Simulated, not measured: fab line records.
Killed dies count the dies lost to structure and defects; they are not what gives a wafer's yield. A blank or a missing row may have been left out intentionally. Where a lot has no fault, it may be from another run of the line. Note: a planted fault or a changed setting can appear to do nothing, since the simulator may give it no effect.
Matching of chambers ; flow sky130 ; SKY_VIA3_CMP_24 on cmp-01: 4 sister chambers
The step polishes, stops on SiO2, t overpolish 20 s, target thk 0 nm. 8 wafers are shown with their chamber, then 8 later ones without.

## WAFERS PAIRED WITH THEIR CHAMBERS
wafer;chamber;motor current A (A);time to endpoint s (s)
L521.6;2;9.4;96
L522.6;1;11.9;104
L523.1;2;9.1;96
L523.6;3;11.7;98
L526.2;3;12.0;94
L526.3;1;11.3;98
L526.4;0;10.5;91
L535.4;0;10.8;96

## WAFERS MISSING THEIR CHAMBER
wafer;motor current A (A);time to endpoint s (s)
L535.5;9.2;96
L535.6;11.9;101
L536.1;10.9;93
L536.2;11.5;106
L536.5;9.6;95
L537.1;12.4;101
L537.5;10.4;94
L537.6;12.3;97

## WHICH CHAMBER EACH WENT THROUGH
wafer;from the rows above;in truth
L535.5;2;2
L535.6;can't be placed: 1 or 3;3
L536.1;0;0
L536.2;can't be placed: 1 or 3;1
L536.5;2;2
L537.1;can't be placed: 3 or 1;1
L537.5;0;0
L537.6;can't be placed: 3 or 1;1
Placed correctly: 4 of 8. These rows do not allow placing 4 (true chamber among the candidates in 4). Number placed wrongly: 0.
How it was worked out, from the rows above alone: a wafer's distance from a chamber is the root of the sum, over the readings, of the square of ((its reading less the chamber's mean) divided by the reading's scatter). If the next closest chamber is less than 2 further off than the closest, the wafer can't be placed; otherwise it belongs to the closest. For every chamber, the mean is computed from those of its wafers that are shown. The scatter: take each reading less its chamber's mean, square it, sum over the shown wafers, divide by the number of wafers less the number of chambers, and take the root.
